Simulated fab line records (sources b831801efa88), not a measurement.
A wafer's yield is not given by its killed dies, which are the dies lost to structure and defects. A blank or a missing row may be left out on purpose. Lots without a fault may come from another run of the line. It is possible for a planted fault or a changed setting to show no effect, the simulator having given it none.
A lot that was struck, set against a sound lot -- flow sky130 -- 22 out of 708 route steps
Sound: these wafers, L322.1, L322.3, L322.6. Wafers L335.1, L335.3, L335.6 were the ones struck. The cause is named last.
For every step that has rows: the tool of each side, followed by ch and its chambers, followed by its first start. Under that, the readings that differ: sound wafers -- struck wafers -- difference of the means -- sigmas: that difference in standard deviations of wafers without a fault.
alike: readings whose means differ by less than 2 such deviations, and words and numbers that are the same on both sides. not compared: withheld readings, readings that some wafer has no value for, bounds like >300 that may hide the same value, and numbers for which the record gives no deviation and whose values overlap.
A row with sigmas, a row that says differs or no value, or rows on one side alone: a step with any of these is where the two part. When numbers do not overlap yet have no deviation, they are printed without sigmas and do not part them. Lack of a reading on every wafer of one side parts them only where that side has two or more wafers.

first, 6 steps without rows for these wafers: SKY_LDD_HVN_HMDS_01 (prime time 60 s); SKY_LDD_HVN_COAT_02 (resist thk 300 nm); SKY_LDD_HVN_SOFTBAKE_03 (time 60 s); SKY_LDD_HVN_EXPOSE_04 (exposes mask HVNTM, target cd 700 nm); SKY_LDD_HVN_PEB_05; SKY_LDD_HVN_DEVELOP_06 (develop time 60 s).
SKY_LDD_HVN_OVL_MEAS_07:
  sound on overlay-01, day 20 11:47; struck on overlay-01, day 25 23:08
  alike: LDD_HVN_OVL
then, 1 step without rows for these wafers: SKY_LDD_HVN_IMPLANT_08.
SKY_LDD_HVN_STRIP_09: strips in O2/N2.
  sound on plasmaAsher-03 ch 0,1, day 20 11:58; struck on plasmaAsher-01 ch 0,1, day 25 23:19
  alike: drypumpMotorCurrentA, o2FlowSccm, oesProductAu, stripTimeToEndpointS
  not compared: rfHoursCounterH
SKY_LDD_HVN_TW_MEAS_10:
  sound on filmMetro-01, day 20 12:04; struck on filmMetro-01, day 25 23:25
  alike: LDD_HVN_TW
then, 2 steps without rows for these wafers: SKY_LDD_HVP_DEHYDRATE_00 (time 60 s); SKY_LDD_HVP_HMDS_01 (prime time 60 s).
SKY_LDD_HVP_COAT_02: resist thk 300 nm.
  sound on lithoTrack-03 ch 0, day 21 02:17; struck on lithoTrack-03 ch 0, day 26 13:50
reading,sound,struck,difference,sigmas
spinSpeedRpm (rpm),2996.9 3001.1 3001.2,2783.3 2787.3 2785.4,-214.4,-99 or more
model.NOVOLAK_of_LDD_HVP_COAT_02.thkNm (nm),300.1 300.9 300.2,312 311.7 311.8,+11,
  alike: chillPlateTempC, dispensePressureKPa
then, 3 steps without rows for these wafers: SKY_LDD_HVP_SOFTBAKE_03 (time 60 s); SKY_LDD_HVP_EXPOSE_04 (exposes mask HVPTM, target cd 700 nm); SKY_LDD_HVP_PEB_05.
SKY_LDD_HVP_DEVELOP_06: develop time 60 s.
  sound on lithoTrack-02 ch 0, day 21 17:17; struck on lithoTrack-03 ch 0, day 27 04:41
reading,sound,struck,difference,sigmas
model.NOVOLAK_of_LDD_HVP_COAT_02.thkNm (nm),299.7 300.5 299.8,311.6 311.3 311.4,+11.4,
  alike: chillPlateTempC
SKY_LDD_HVP_OVL_MEAS_07:
  sound on overlay-01, day 21 17:26; struck on overlay-02, day 27 04:50
  alike: LDD_HVP_OVL
then, 1 step without rows for these wafers: SKY_LDD_HVP_IMPLANT_08.
SKY_LDD_HVP_STRIP_09: strips in O2/N2.
  sound on plasmaAsher-02 ch 0,1, day 21 17:38; struck on plasmaAsher-02 ch 0,1, day 27 05:01
reading,sound,struck,difference,sigmas
stripTimeToEndpointS (s),4.127 4.147 4.144,4.298 4.288 4.295,+0.154,+9
  alike: drypumpMotorCurrentA, o2FlowSccm, oesProductAu
  not compared: rfHoursCounterH
SKY_LDD_HVP_TW_MEAS_10:
  sound on filmMetro-02, day 21 17:44; struck on filmMetro-01, day 27 05:07
  alike: LDD_HVP_TW
then, 1 step without rows for these wafers: SKY_PAD_OPEN_PROBE_99.

## WHERE THEY PART
Last at SKY_LDD_HVP_STRIP_09 as far as this record goes, first at SKY_LDD_HVP_COAT_02. Later steps at which nothing parts them and some readings are alike: SKY_LDD_HVP_TW_MEAS_10.

WHY: what had been put in by the simulator
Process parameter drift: lithoTrack-03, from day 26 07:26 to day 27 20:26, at SKY_LDD_HVP_COAT_02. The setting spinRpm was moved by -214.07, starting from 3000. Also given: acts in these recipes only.
